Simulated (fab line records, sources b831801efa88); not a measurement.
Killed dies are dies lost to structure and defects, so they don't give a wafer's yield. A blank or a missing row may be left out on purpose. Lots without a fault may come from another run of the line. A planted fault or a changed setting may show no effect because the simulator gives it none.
fab line records | flow sky130
record lots=24 wafers=72 last_day=50
route steps=708 shown FIELD_ISO@17 LI_CONTACT@377 LOCAL_INTERCONNECT@389 CONTACT@420 METAL2@483
lots that met no fault: from a run of the same line without faults
start_h: hours from the record's first day to the start of the lot's first wafer shown | wait_h: hours since the lot's step before | " the same as in the row above | L1.1+2: a row that stands for several wafers | - no value, or no start given | * or withheld: withheld | < > ~ a bound
route shown NAME@n: a module of which the file shows steps, and the number in the route of the first | usual: mean/standard deviation of fault-free wafers | same: alike in all rows | chamber/n: place in a boat | sites: the reading at each site | _std_site: their standard deviation | _edge_site: outer sites' mean less inner sites' | radius_mm: how far each site lies from the wafer's centre | mask NAME#n: copy n | behind: the tool/chamber that last shaped the wafer | hold: why the lot was held/for how many hours/how that ended | device: the transistor (n, p or np) that didn't switch | end of line: the same wafers' tests at the end of the route | a step without rows: its recipe alone | killed: dies lost to structure and defects at the first sort, not the wafer's yield | map: a wafer's dies, x killed, . not, _ none there
set.NAME: the setting as run; set.NAME@STEP: as run at that earlier step | model.NAME: the simulator's own value behind a step, which no gauge read
steps of the route over a sample of lots; a table a step, a row a wafer
services: from which hour (start_h, from the record's first day; less than 0 if before it) a tool's chamber was out of use, for how many hours, and why
## steps
# step SKY_FIELD_ISO_STRIP_16
# recipe chemistry=O2/N2 power_w=1400 pressure_mtorr=1500 platen_temp_c=withheld o2_flow_sccm=3000 n2_flow_sccm=300 overash_fraction=0.5
# usual drypump_motor_current_A=5.7/0.38 oes_product_au=0.378/0.0049 strip_time_to_endpoint_s=3.560/0.029
# columns lot.wafer tool chamber start_h wait_h drypump_motor_current_A oes_product_au rf_hours_counter_h strip_time_to_endpoint_s
L074.1 plasma_asher-02 1 29.29 0.0 6.1 0.376 21 3.509
L074.3 " 1 " " 6.2 0.373 - 3.546
L074.5 " 1 " " 6.2 0.374 - 3.536
L075.1 plasma_asher-03 0 35.95 0.0 6.0 0.376 36 3.557
L075.2 " 1 " " 5.3 0.387 36 3.529
L075.3 " 1 " " 5.3 0.384 - 3.533
L076.2 plasma_asher-02 0 41.65 0.0 5.3 0.382 23 3.591
L076.3 " 1 " " 6.2 0.381 - 3.576
L076.4 " 0 " " 5.3 0.372 - 3.563
L077.2 plasma_asher-03 1 44.39 0.0 5.3 0.377 37 3.570
L077.4 " 0 " " 6.0 0.380 - 3.556
L077.6 " 0 " " 6.1 0.375 - 3.580
L078.2 plasma_asher-03 1 52.54 0.0 5.3 0.388 37 3.548
L078.3 " 0 " " 6.0 0.386 - 3.542
L078.5 " 1 " " 5.3 0.373 - 3.545
L079.2 plasma_asher-02 0 56.15 0.0 5.3 0.377 24 3.567
L079.3 " 0 " " 5.3 0.374 - 3.548
L079.5 " 0 " " 5.3 0.376 - 3.617
L080.2 plasma_asher-04 0 62.59 0.0 5.6 0.380 39 3.592
L080.4 " 0 " " 5.6 0.383 - 3.603
L080.5 " 1 " " 6.0 0.375 - 3.591
L081.1 plasma_asher-02 1 67.09 0.0 6.1 0.375 25 3.548
L081.2 " 0 " " 5.3 0.380 25 3.618
L081.6 " 0 " " 5.3 0.384 - 3.640
L082.1 plasma_asher-03 1 70.85 0.0 5.3 0.378 39 3.594
L082.4 " 1 " " 5.2 0.368 - 3.528
L082.6 " 0 " " 6.1 0.382 - 3.557
L083.1 plasma_asher-03 1 75.44 0.0 5.3 0.374 40 3.556
L083.4 " 1 " " 5.3 0.378 - 3.559
L083.6 " 0 " " 6.0 0.378 - 3.572
L084.1 plasma_asher-03 0 82.80 0.0 6.1 0.374 40 3.560
L084.2 " 1 " " 5.3 0.370 40 3.543
L084.6 " 1 " " 5.3 0.386 - 3.550
L085.1 plasma_asher-02 1 85.55 0.0 6.2 0.380 27 3.584
L085.5 " 1 " " 6.2 0.380 - 3.546
L085.6 " 0 " " 5.3 0.385 - 3.591
L086.1 plasma_asher-03 0 91.94 0.0 6.0 0.383 41 3.534
L086.4 " 0 " " 6.0 0.373 - 3.545
L086.5 " 1 " " 5.3 0.374 - 3.569
L087.3 plasma_asher-04 0 101.38 0.1 5.6 0.384 - 3.547
L087.4 " 1 " " 6.0 0.371 - 3.556
L087.6 " 0 " " 5.6 0.374 - 3.602
L088.1 plasma_asher-03 1 104.99 0.0 5.3 0.382 43 3.554
L088.3 " 1 " " 5.3 0.380 - 3.586
L088.5 " 0 " " 6.0 0.375 - 3.541
L089.1 plasma_asher-03 1 107.10 0.0 5.3 0.377 43 3.538
L089.2 " 0 " " 6.1 0.376 43 3.501
L089.5 " 0 " " 6.1 0.377 - 3.550
L090.1 plasma_asher-04 1 114.39 0.0 6.0 0.376 45 3.546
L090.2 " 0 " " 5.6 0.379 45 3.538
L090.5 " 1 " " 6.0 0.376 - 3.539
L091.2 plasma_asher-04 1 117.89 0.0 6.0 0.376 45 3.542
L091.5 " 0 " " 5.6 0.378 - 3.570
L091.6 " 1 " " 6.0 0.379 - 3.552
L092.1 plasma_asher-02 1 124.85 0.0 6.2 0.381 32 3.545
L092.3 " 1 " " 6.2 0.379 - 3.589
L092.4 " 0 " " 5.3 0.375 - 3.546
L093.1 plasma_asher-02 0 127.79 0.0 5.3 0.380 32 3.530
L093.3 " 0 " " 5.3 0.382 - 3.518
L093.6 " 0 " " 5.3 0.379 - 3.544
L094.2 plasma_asher-02 1 134.25 0.0 6.2 0.375 33 3.538
L094.4 " 0 " " 5.3 0.385 - 3.560
L094.5 " 1 " " 6.2 0.374 - 3.570
L095.3 plasma_asher-02 0 138.93 0.1 5.3 0.373 - 3.571
L095.5 " 0 " " 5.3 0.380 - 3.576
L095.6 " 1 " " 6.2 0.391 - 3.539
L096.3 plasma_asher-03 0 143.77 0.1 6.1 0.382 - 3.601
L096.5 " 1 " " 5.3 0.381 - 3.504
L096.6 " 0 " " 6.0 0.380 - 3.558
L097.2 plasma_asher-02 1 148.39 0.0 6.2 0.372 34 3.540
L097.4 " 0 " " 5.3 0.377 - 3.593
L097.6 " 1 " " 6.2 0.383 - 3.536
# step SKY_LI_CONTACT_ETCH_15
# recipe target=PSG chemistry=C4F8/O2/Ar stop_on=Si taper_deg=4.15 mask_material=KrF-thick source_w=1500 bias_w=1200 pressure_mtorr=40 c4f8_flow_sccm=withheld O2_flow_sccm=6 Ar_flow_sccm=300 time_s=withheld target_depth_a=6000
# usual oes_product_au=0.837/0.0046 rf_fwd_power_W=1492/4.8
# columns lot.wafer tool chamber start_h wait_h oes_product_au rf_fwd_power_W
L076.2 rie_diel-04 1 707.56 0.0 0.847 1497
L076.3 " 2 " " 0.831 1492
L076.4 " 0 " " 0.839 1492
L075.1 rie_diel-02 1 709.57 0.0 0.837 1495
L075.2 " 2 " " 0.841 1480
L075.3 " 0 " " 0.836 1501
L074.1 rie_diel-03 0 710.37 0.0 0.835 1492
L074.3 " 1 " " 0.843 1488
L074.5 " 1 " " 0.834 1489
L078.2 rie_diel-04 0 713.02 0.0 0.834 1496
L078.3 " 2 " " 0.841 1498
L078.5 " 2 " " 0.835 1494
L079.2 rie_diel-03 3 714.02 0.0 0.838 1491
L079.3 " 1 " " 0.842 1499
L079.5 " 1 " " 0.836 1496
L077.2 rie_diel-04 1 714.97 0.0 0.842 1498
L077.4 " 2 " " 0.837 1494
L077.6 " 2 " " 0.833 1494
L080.2 rie_diel-03 0 726.72 0.0 0.834 1488
L080.4 " 1 " " 0.838 1497
L080.5 " 2 " " 0.828 1490
L081.1 rie_diel-03 1 728.02 0.0 0.834 1493
L081.2 " 2 " " 0.839 1486
L081.6 " 2 " " 0.835 1489
L083.1 rie_diel-02 3 746.87 0.0 0.840 1497
L083.4 " 1 " " 0.838 1494
L083.6 " 1 " " 0.839 1494
L082.1 rie_diel-04 0 749.61 0.0 0.839 1496
L082.4 " 1 " " 0.840 1497
L082.6 " 0 " " 0.838 1500
L085.1 rie_diel-03 2 776.22 0.0 0.840 1493
L085.5 " 0 " " 0.845 1484
L085.6 " 2 " " 0.843 1495
L084.1 rie_diel-04 0 778.62 0.0 0.837 1496
L084.2 " 3 " " 0.828 1497
L084.6 " 3 " " 0.837 1497
L087.3 rie_diel-04 3 783.96 0.0 0.849 1492
L087.4 " 3 " " 0.836 1492
L087.6 " 0 " " 0.832 1498
L086.1 rie_diel-02 1 785.22 0.0 0.839 1493
L086.4 " 3 " " 0.842 1489
L086.5 " 2 " " 0.836 1489
L089.1 rie_diel-04 0 798.22 0.0 0.842 1494
L089.2 " 1 " " 0.837 1501
L089.5 " 1 " " 0.836 1499
L090.1 rie_diel-03 1 798.26 0.0 0.838 1493
L090.2 " 2 " " 0.830 1488
L090.5 " 2 " " 0.843 1486
L088.1 rie_diel-04 2 801.27 0.0 0.837 1489
L088.3 " 1 " " 0.850 1498
L088.5 " 0 " " 0.834 1497
L092.1 rie_diel-03 2 806.31 0.0 0.833 1486
L092.3 " 0 " " 0.830 1485
L092.4 " 1 " " 0.829 1488
L091.2 rie_diel-02 0 810.31 0.0 0.837 1486
L091.5 " 1 " " 0.836 1491
L091.6 " 0 " " 0.839 1492
L093.1 rie_diel-03 3 831.27 0.0 0.836 1490
L093.3 " 1 " " 0.828 1490
L093.6 " 2 " " 0.842 1485
L095.3 rie_diel-03 2 840.57 0.0 0.840 1495
L095.5 " 2 " " 0.836 1485
L095.6 " 1 " " 0.835 1490
L096.3 rie_diel-03 3 840.92 0.0 0.834 1492
L096.5 " 0 " " 0.839 1500
L096.6 " 1 " " 0.839 1490
L094.2 rie_diel-02 0 841.21 0.0 0.846 1488
L094.4 " 3 " " 0.832 1494
L094.5 " 0 " " 0.836 1495
L097.2 rie_diel-02 0 843.12 0.0 0.835 1488
L097.4 " 1 " " 0.840 1498
L097.6 " 0 " " 0.840 1489
# step SKY_LOCAL_INTERCONNECT_THK_MEAS_02
# recipe thk_meas_gauge=xrf reads=TiN_of_LOCAL_INTERCONNECT_SPUTTER_00
# usual LOCAL_INTERCONNECT_TIN_THK=100.9/1
# columns lot.wafer tool chamber start_h wait_h LOCAL_INTERCONNECT_TIN_THK[nm]
L076.2 film_metro-04 - 708.88 0.1 99.7
L076.3 " - " " 101.4
L076.4 " - " " 100.3
L075.1 film_metro-04 - 710.87 0.1 99.5
L075.2 " - " " 100.1
L075.3 " - " " 100.4
L074.1 film_metro-04 - 711.68 0.1 100.3
L074.3 " - " " 98.0
L074.5 " - " " 101.2
L078.2 film_metro-04 - 714.34 0.1 101.1
L078.3 " - " " 99.8
L078.5 " - " " 100.7
L079.2 film_metro-04 - 715.35 0.1 99.8
L079.3 " - " " 99.3
L079.5 " - " " 100.0
L077.2 film_metro-04 - 716.30 0.1 101.7
L077.4 " - " " 100.0
L077.6 " - " " 100.8
L080.2 film_metro-04 - 728.09 0.1 100.2
L080.4 " - " " 102.5
L080.5 " - " " 100.4
L081.1 film_metro-02 - 729.32 0.1 99.7
L081.2 " - " " 100.6
L081.6 " - " " 99.7
L083.1 film_metro-02 - 748.18 0.1 99.7
L083.4 " - " " 100.6
L083.6 " - " " 99.8
L082.1 film_metro-03 - 750.92 0.1 100.0
L082.4 " - " " 102.2
L082.6 " - " " 101.8
L085.1 film_metro-02 - 777.53 0.1 100.3
L085.5 " - " " 100.7
L085.6 " - " " 100.8
L084.1 film_metro-02 - 779.97 0.1 101.6
L084.2 " - " " 102.0
L084.6 " - " " 101.9
L087.3 film_metro-03 - 785.29 0.1 101.7
L087.4 " - " " 102.5
L087.6 " - " " 101.6
L086.1 film_metro-03 - 786.55 0.1 100.5
L086.4 " - " " 100.4
L086.5 " - " " 100.2
L089.1 film_metro-02 - 799.53 0.1 101.2
L089.2 " - " " 100.7
L089.5 " - " " 100.5
L090.1 film_metro-03 - 799.65 0.1 100.5
L090.2 " - " " 101.0
L090.5 " - " " 99.6
L088.1 film_metro-03 - 802.57 0.1 102.1
L088.3 " - " " 100.7
L088.5 " - " " 101.3
L092.1 film_metro-04 - 807.62 0.1 100.1
L092.3 " - " " 100.4
L092.4 " - " " 100.3
L091.2 film_metro-04 - 811.63 0.1 100.9
L091.5 " - " " 100.3
L091.6 " - " " 102.4
L093.1 film_metro-02 - 832.58 0.1 103.8
L093.3 " - " " 101.8
L093.6 " - " " 102.4
L095.3 film_metro-02 - 841.89 0.1 101.0
L095.5 " - " " 101.9
L095.6 " - " " 100.9
L096.3 film_metro-02 - 842.24 0.1 102.5
L096.5 " - " " 101.5
L096.6 " - " " 101.2
L094.2 film_metro-02 - 842.54 0.1 100.9
L094.4 " - " " 99.2
L094.5 " - " " 99.3
L097.2 film_metro-03 - 844.44 0.1 101.0
L097.4 " - " " 101.7
L097.6 " - " " 101.6
# step SKY_CONTACT_CD_MEAS_14
# recipe target_cd_nm=170
# usual cd_nm=169.8/1.4
# columns lot.wafer tool chamber start_h wait_h cd_nm
L076.2 cd_sem-02 - 765.49 - 170.0
L076.3 " - " " 170.8
L076.4 " - " " 168.6
L075.1 cd_sem-01 - 766.17 - 170.3
L075.2 " - " " 167.8
L075.3 " - " " 169.7
L074.1 cd_sem-01 - 767.49 - 172.9
L074.3 " - " " 171.8
L074.5 " - " " 173.7
L078.2 cd_sem-01 - 769.60 - 168.5
L078.3 " - " " 166.7
L078.5 " - " " 167.1
L079.2 cd_sem-02 - 770.28 - 168.6
L079.3 " - " " 169.0
L079.5 " - " " 167.2
L077.2 cd_sem-02 - 770.74 - 170.9
L077.4 " - " " 170.1
L077.6 " - " " 170.0
L080.2 cd_sem-01 - 783.43 - 169.3
L080.4 " - " " 170.7
L080.5 " - " " 170.5
L081.1 cd_sem-02 - 783.63 - 169.7
L081.2 " - " " 170.6
L081.6 " - " " 169.8
L083.1 cd_sem-01 - 802.53 - 169.1
L083.4 " - " " 168.8
L083.6 " - " " 169.4
L082.1 cd_sem-02 - 805.28 - 167.9
L082.4 " - " " 170.6
L082.6 " - " " 169.8
L085.1 cd_sem-01 - 834.44 - 170.6
L085.5 " - " " 171.8
L085.6 " - " " 171.6
L084.1 cd_sem-01 - 835.08 - 171.6
L084.2 " - " " 169.9
L084.6 " - " " 171.9
L087.3 cd_sem-02 - 836.05 - 168.3
L087.4 " - " " 170.3
L087.6 " - " " 168.6
L086.1 cd_sem-01 - 837.93 - 169.7
L086.4 " - " " 170.3
L086.5 " - " " 169.1
L089.1 cd_sem-01 - 860.56 - 171.2
L089.2 " - " " 171.8
L089.5 " - " " 171.7
L090.1 cd_sem-02 - 860.67 - 170.5
L090.2 " - " " 170.3
L090.5 " - " " 170.1
L088.1 cd_sem-01 - 861.33 - 168.2
L088.3 " - " " 170.0
L088.5 " - " " 169.3
L092.1 cd_sem-01 - 862.68 - 166.9
L092.3 " - " " 167.2
L092.4 " - " " 167.7
L091.2 cd_sem-02 - 863.68 - 168.8
L091.5 " - " " 167.7
L091.6 " - " " 167.9
L093.1 cd_sem-01 - 885.52 - 170.0
L093.3 " - " " 168.8
L093.6 " - " " 169.5
L095.3 cd_sem-01 - 893.92 - 171.0
L095.5 " - " " 171.0
L095.6 " - " " 170.2
L096.3 cd_sem-02 - 894.57 - 171.7
L096.5 " - " " 172.0
L096.6 " - " " 170.0
L094.2 cd_sem-02 - 894.90 - 170.5
L094.4 " - " " 171.6
L094.5 " - " " 169.9
L097.2 cd_sem-01 - 897.53 - 171.5
L097.4 " - " " 169.6
L097.6 " - " " 169.1
# step SKY_CONTACT_SPUTTER_23
# recipe material=TiN target_thk_nm=20 chamber_pressure_pa=5 power_w=4000 time_s=80
# usual throttle_valve_pct=29.8/1.1
# same time_s=80
# columns lot.wafer tool chamber start_h wait_h throttle_valve_pct
L076.2 pvd_sputter-04 - 766.35 0.0 32.1
L076.3 " - " " 28.8
L076.4 " - " " 29.1
L075.1 pvd_sputter-01 - 767.05 0.0 28.8
L075.2 " - " " 29.9
L075.3 " - " " 29.3
L074.1 pvd_sputter-03 - 768.37 0.0 28.6
L074.3 " - " " 30.5
L074.5 " - " " 28.4
L078.2 pvd_sputter-04 - 770.47 0.0 30.6
L078.3 " - " " 28.8
L078.5 " - " " 29.0
L079.2 pvd_sputter-01 - 771.17 0.0 28.7
L079.3 " - " " 29.1
L079.5 " - " " 29.3
L077.2 pvd_sputter-04 - 771.65 0.0 28.6
L077.4 " - " " 30.0
L077.6 " - " " 30.3
L080.2 pvd_sputter-04 - 784.32 0.0 32.0
L080.4 " - " " 28.7
L080.5 " - " " 29.1
L081.1 pvd_sputter-03 - 784.52 0.0 28.1
L081.2 " - " " 31.1
L081.6 " - " " 29.2
L083.1 pvd_sputter-03 - 803.42 0.0 28.5
L083.4 " - " " 31.3
L083.6 " - " " 31.3
L082.1 pvd_sputter-04 - 806.19 0.0 30.3
L082.4 " - " " 29.1
L082.6 " - " " 30.1
L085.1 pvd_sputter-03 - 835.32 0.0 31.2
L085.5 " - " " 28.6
L085.6 " - " " 30.4
L084.1 pvd_sputter-04 - 835.96 0.0 28.8
L084.2 " - " " 31.9
L084.6 " - " " 30.0
L087.3 pvd_sputter-04 - 836.91 0.0 29.1
L087.4 " - " " 31.8
L087.6 " - " " 28.9
L086.1 pvd_sputter-03 - 839.39 0.0 30.5
L086.4 " - " " 31.1
L086.5 " - " " 29.4
L089.1 pvd_sputter-03 - 861.44 0.0 29.4
L089.2 " - " " 31.3
L089.5 " - " " 29.5
L090.1 pvd_sputter-04 - 861.55 0.0 30.1
L090.2 " - " " 31.9
L090.5 " - " " 30.2
L088.1 pvd_sputter-01 - 862.21 0.0 29.9
L088.3 " - " " 28.7
L088.5 " - " " 30.1
L092.1 pvd_sputter-04 - 863.59 0.0 30.2
L092.3 " - " " 28.7
L092.4 " - " " 30.1
L091.2 pvd_sputter-04 - 864.54 0.0 28.8
L091.5 " - " " 30.3
L091.6 " - " " 28.6
L093.1 pvd_sputter-01 - 886.41 0.0 29.2
L093.3 " - " " 29.1
L093.6 " - " " 29.4
L095.3 pvd_sputter-04 - 894.77 0.0 28.8
L095.5 " - " " 28.8
L095.6 " - " " 32.1
L096.3 pvd_sputter-03 - 895.41 0.0 29.1
L096.5 " - " " 30.4
L096.6 " - " " 31.1
L094.2 pvd_sputter-04 - 895.79 0.0 28.7
L094.4 " - " " 28.8
L094.5 " - " " 28.9
L097.2 pvd_sputter-01 - 898.39 0.0 28.4
L097.4 " - " " 30.0
L097.6 " - " " 28.4
# step SKY_METAL2_SPUTTER_00
# recipe material=Ti target_thk_nm=15 power_w=3000 time_s=10 chamber_pressure_pa=0.4
# usual throttle_valve_pct=30.1/1.2
# same time_s=10
# columns lot.wafer tool chamber start_h wait_h throttle_valve_pct
L076.2 pvd_sputter-04 - 837.84 0.2 29.1
L076.3 " - " " 30.3
L076.4 " - " " 28.3
L075.1 pvd_sputter-02 - 838.14 0.1 30.9
L075.2 " - " " 29.8
L075.3 " - " " 31.3
L074.1 pvd_sputter-04 - 838.19 0.1 30.4
L074.3 " - " " 32.2
L074.5 " - " " 28.8
L078.2 pvd_sputter-04 - 838.55 0.2 28.8
L078.3 " - " " 28.9
L078.5 " - " " 28.7
L079.2 pvd_sputter-02 - 838.84 0.2 31.4
L079.3 " - " " 29.2
L079.5 " - " " 31.5
L077.2 pvd_sputter-04 - 838.99 0.2 32.1
L077.4 " - " " 28.9
L077.6 " - " " 30.3
L080.2 pvd_sputter-02 - 839.14 0.2 31.6
L080.4 " - " " 29.4
L080.5 " - " " 31.5
L081.1 pvd_sputter-04 - 839.29 0.1 32.2
L081.2 " - " " 28.9
L081.6 " - " " 32.0
L083.1 pvd_sputter-02 - 863.28 0.1 31.6
L083.4 " - " " 29.3
L083.6 " - " " 29.6
L082.1 pvd_sputter-02 - 864.17 0.2 29.5
L082.4 " - " " 30.0
L082.6 " - " " 29.7
L085.1 pvd_sputter-02 - 890.33 0.2 29.4
L085.5 " - " " 31.3
L085.6 " - " " 29.3
L084.1 pvd_sputter-04 - 890.73 0.2 30.2
L084.2 " - " " 29.1
L084.6 " - " " 28.7
L087.3 pvd_sputter-02 - 891.90 0.2 29.8
L087.4 " - " " 29.3
L087.6 " - " " 31.2
L086.1 pvd_sputter-04 - 895.08 0.2 32.2
L086.4 " - " " 28.9
L086.5 " - " " 28.8
L089.1 pvd_sputter-01 - 916.30 0.1 28.8
L089.2 " - " " 29.3
L089.5 " - " " 28.5
L090.1 pvd_sputter-02 - 916.46 0.1 29.8
L090.2 " - " " 31.5
L090.5 " - " " 30.0
L088.1 pvd_sputter-04 - 917.06 0.2 31.8
L088.3 " - " " 28.8
L088.5 " - " " 28.7
L092.1 pvd_sputter-01 - 918.10 0.1 28.6
L092.3 " - " " 29.1
L092.4 " - " " 29.0
L091.2 pvd_sputter-02 - 918.59 0.2 31.3
L091.5 " - " " 29.9
L091.6 " - " " 31.5
L093.1 pvd_sputter-04 - 940.54 0.1 28.8
L093.3 " - " " 28.6
L093.6 " - " " 30.4
L095.3 pvd_sputter-04 - 949.86 0.2 29.1
L095.5 " - " " 28.8
L095.6 " - " " 30.3
L096.3 pvd_sputter-01 - 950.63 0.2 29.2
L096.5 " - " " 28.7
L096.6 " - " " 29.2
L094.2 pvd_sputter-01 - 951.06 0.2 28.6
L094.4 " - " " 29.2
L094.5 " - " " 29.1
L097.2 pvd_sputter-04 - 951.53 0.1 29.2
L097.4 " - " " 31.9
L097.6 " - " " 32.0
## services
# columns tool chamber start_h hours kind
rie_diel-03 3 8.98 17.2 repair
plasma_asher-03 - 108.75 9.0 pm
plasma_asher-03 - 117.75 14.6 pm
pvd_sputter-04 - 138.74 5.2 repair
rie_diel-03 - 163.16 14.6 pm
rie_diel-03 0 227.17 35.8 repair
pvd_sputter-04 - 231.81 12.3 repair
rie_diel-03 2 232.47 7.9 repair
plasma_asher-03 - 275.73 1.2 repair
rie_diel-03 2 287.25 5.6 repair
rie_diel-03 - 402.97 0.5 repair
pvd_sputter-04 - 433.87 0.8 repair
plasma_asher-02 - 448.25 2.8 pm
pvd_sputter-04 - 456.00 2.2 repair
pvd_sputter-04 - 468.87 2.6 repair
rie_diel-03 - 514.85 0.3 repair
rie_diel-03 2 529.80 3.3 repair
pvd_sputter-04 - 532.03 2.4 repair
rie_diel-03 1 583.44 10.1 repair
rie_diel-03 3 588.05 16.3 repair
rie_diel-03 0 591.32 7.5 repair
pvd_sputter-04 - 622.47 4.9 repair
rie_diel-03 0 642.48 4.2 repair
pvd_sputter-04 - 845.72 6.7 repair
## key
fault none
